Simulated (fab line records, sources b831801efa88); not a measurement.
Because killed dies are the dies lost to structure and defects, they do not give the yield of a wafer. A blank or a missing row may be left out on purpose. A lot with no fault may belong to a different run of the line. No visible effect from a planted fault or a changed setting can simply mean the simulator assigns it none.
A lot that was struck, set against a sound lot | flow sfq_line | 42 steps out of a route of 325
Sound: wafers L399.3, L399.5, L399.6. Struck: wafer L419.4. (L419.1, L419.5 of the same lot were not struck and are left out.) The cause comes at the end.
For every step that has rows: the tool of each side, followed by ch and its chambers, followed by its first start. Under that, the readings that differ: sound wafers | struck wafers | difference of the means | sigmas: that difference in standard deviations of wafers without a fault.
alike: words and numbers the same on both sides, and readings whose means are apart by under 2 such deviations; not compared: readings that were withheld, readings missing a value for some wafer, numbers with overlapping values and no deviation given by the record, and bounds like >300 which may hide the same value.
Wherever a step has rows on one side only, a row that says differs or no value, or a row with sigmas, the two part there. Non-overlapping numbers with no deviation appear without sigmas and do not part them. A reading that every wafer of one side lacks parts them only if that side has two wafers or more.

SFQ_TRILAYER_R5_DEP_SPUTTER_133: material MoNx, target thk 40 nm, time 66.7 s.
  struck on pvd_sputter-03, day 66 15:20; sound on pvd_sputter-04, day 50 10:11
  alike: throttle_valve_pct
then, 1 step without rows for these wafers: SFQ_TRILAYER_R5_DEP_SPUTTER_134 (material Ti, target thk 5 nm, time 5 s).
SFQ_R5_RS_MEAS_933: a four-point-probe measurement.
  struck on film_metro-03, day 66 15:25; sound on film_metro-02, day 50 10:18
  alike: R5_MONX_RS
SFQ_R5_THK_MEAS_934: measures by xrf.
  struck on film_metro-03, day 66 15:32; sound on film_metro-02, day 50 10:24
  alike: R5_MONX_THK
then, 6 steps without rows for these wafers: SFQ_TRILAYER_R5_LITHO_COAT_141 (resist thk 62 nm); SFQ_TRILAYER_R5_LITHO_COAT_136 (resist thk 600 nm); SFQ_TRILAYER_R5_LITHO_SOFTBAKE_140; SFQ_TRILAYER_R5_LITHO_EXPOSE_137 (exposes mask R5, target cd 500 nm); SFQ_TRILAYER_R5_LITHO_PEB_139 (peb time 60 s); SFQ_TRILAYER_R5_LITHO_DEVELOP_138 (time 60 s).
SFQ_R5_OVL_MEAS_935:
  struck on overlay-01, day 67 08:52; sound on overlay-02, day 55 15:04
  alike: R5_OVL
then, 1 step without rows for these wafers: SFQ_TRILAYER_R5_BARC_OPEN_METAL_ETCH_177 (etches BARC in O2, target depth 125 nm, time 41.7 s).
SFQ_TRILAYER_R5_ETCH_METAL_ETCH_139: etches the open film in Cl2, stops on SiO2, target depth 60 nm, time 40 s.
  sound on rie_metal-04 ch 0,1, day 55 15:10; struck on rie_metal-03 ch 1, day 67 08:57
  reading                                             | sound             | struck | difference | sigmas
  oes_product_au (a.u.)                               | 0.982 0.987 0.995 | 0.728  | -0.260     | -44
  model.R5.feature_depth_nm (nm)                      | 60 60 60          | 33.47  | -26.53     |
  model.etch.depth_nm (nm)                            | 60 60 60          | 33.47  | -26.53     |
  model.KrF_of_TRILAYER_R5_LITHO_COAT_136.thk_nm (nm) | 496.8 496.9 498.9 | 510.4  | +12.9      |
  alike: drypump_motor_current_A
  not compared: rf_hours_counter_h
then, 2 steps without rows for these wafers: SFQ_TRILAYER_R5_STRIP_STRIP_140 (strips in O2); SFQ_TRILAYER_R5_STRIP_SOLV_CLEAN_141 (cleans in NMP, time 600 s).
SFQ_TRILAYER_A5C_DEP_PECVD_142: deposits SiO2 from SiH4/N2O, time 15.556 s, target thk 70 nm.
  sound on pecvd-02 ch 1,2, day 55 15:59; struck on pecvd-01 ch 2, day 67 09:47
  alike: heater_power_w, throttle_valve_pct
then, 6 steps without rows for these wafers: SFQ_TRILAYER_I5_LITHO_COAT_149 (resist thk 62 nm); SFQ_TRILAYER_I5_LITHO_COAT_144 (resist thk 650 nm); SFQ_TRILAYER_I5_LITHO_SOFTBAKE_148; SFQ_TRILAYER_I5_LITHO_EXPOSE_145 (exposes mask I5, target cd 700 nm); SFQ_TRILAYER_I5_LITHO_PEB_147 (peb time 60 s); SFQ_TRILAYER_I5_LITHO_DEVELOP_146 (time 60 s).
-- the record jumps here: 3 days lie between the struck wafers' starts before and after --
SFQ_I5_OVL_MEAS_936:
  struck on overlay-02, day 70 17:16; sound on overlay-02, day 60 00:20
  alike: I5_OVL
then, 1 step without rows for these wafers: SFQ_TRILAYER_I5_BARC_OPEN_VIA_ETCH_200 (etches BARC in O2, target depth 125 nm, time 41.7 s).
SFQ_TRILAYER_I5_ETCH_VIA_ETCH_147: etches the open film in CHF3, stops on Nb, target depth 360 nm.
  sound on rie_diel-01 ch 0,1,3, day 60 00:23; struck on rie_diel-04 ch 1, day 70 17:20
  alike: drypump_motor_current_A, oes_product_au
SFQ_TRILAYER_I5_STRIP_STRIP_148: strips in O2.
  sound on rie_metal-01 ch 0,1, day 60 00:44; struck on rie_metal-04 ch 1, day 70 17:29
  alike: drypump_motor_current_A, oes_product_au, platen_temp_c
  not compared: rf_hours_counter_h
then, 7 steps without rows for these wafers: SFQ_TRILAYER_I5_STRIP_SOLV_CLEAN_149 (cleans in NMP, time 600 s); SFQ_TRILAYER_C5_LITHO_COAT_156 (resist thk 62 nm); SFQ_TRILAYER_C5_LITHO_COAT_151 (resist thk 650 nm); SFQ_TRILAYER_C5_LITHO_SOFTBAKE_155; SFQ_TRILAYER_C5_LITHO_EXPOSE_152 (exposes mask C5, target cd 500 nm); SFQ_TRILAYER_C5_LITHO_PEB_154 (peb time 60 s); SFQ_TRILAYER_C5_LITHO_DEVELOP_153 (time 60 s).
-- the record jumps here: 5 days lie between the struck wafers' starts before and after --
SFQ_C5_OVL_MEAS_937:
  struck on overlay-01, day 75 06:43; sound on overlay-01, day 60 21:24
  alike: C5_OVL
then, 2 steps without rows for these wafers: SFQ_TRILAYER_C5_BARC_OPEN_VIA_ETCH_210 (etches BARC in O2, target depth 125 nm, time 41.7 s); SFQ_TRILAYER_C5_ETCH_VIA_ETCH_154 (etches SiO2 in CHF3, stops on Nb, target depth 84 nm).
SFQ_TRILAYER_C5_STRIP_STRIP_155: strips in O2.
  sound on rie_metal-01 ch 0,1, day 60 21:43; struck on rie_metal-03 ch 0, day 75 06:50
  alike: drypump_motor_current_A, oes_product_au, platen_temp_c
  not compared: rf_hours_counter_h
then, 3 steps without rows for these wafers: SFQ_TRILAYER_C5_STRIP_SOLV_CLEAN_156 (cleans in NMP, time 600 s); SFQ_TRILAYER_M6_DEP_PRE_CLEAN_158 (time 22.5 s); SFQ_TRILAYER_M6_DEP_SPUTTER_157 (material Nb, target thk 200 nm, time 133.3 s).
SFQ_M6_RS_MEAS_938: a four-point-probe measurement.
  struck on film_metro-04, day 75 07:44; sound on film_metro-02, day 60 22:26
  alike: M6_NB_RS
-- the record jumps here: 5 days lie between the struck wafers' starts before and after (it left off in module M6 and takes up again in module M8, whose first step shown is number 325 of the route) --
SFQ_M8_BOW_MEAS_951:
  struck on film_metro-02, day 80 06:17; sound on film_metro-02, day 76 12:08
  reading                       | sound    | struck | difference | sigmas
  model.etest.r5.comb_log10_ohm | 12 12 12 | 0      | -12        |
  alike: M8_BOW

== WHERE THEY PART ==
Only at SFQ_TRILAYER_R5_ETCH_METAL_ETCH_139, as far as this record shows. Later steps at which nothing parts them and some readings are alike: SFQ_TRILAYER_A5C_DEP_PECVD_142, SFQ_I5_OVL_MEAS_936, SFQ_TRILAYER_I5_ETCH_VIA_ETCH_147, SFQ_TRILAYER_I5_STRIP_STRIP_148, SFQ_C5_OVL_MEAS_937, SFQ_TRILAYER_C5_STRIP_STRIP_155, SFQ_M6_RS_MEAS_938, SFQ_M8_BOW_MEAS_951.

WHY: what the simulator had put in
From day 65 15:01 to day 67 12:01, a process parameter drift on rie_metal-03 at SFQ_TRILAYER_R5_ETCH_METAL_ETCH_139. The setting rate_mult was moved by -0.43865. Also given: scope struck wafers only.
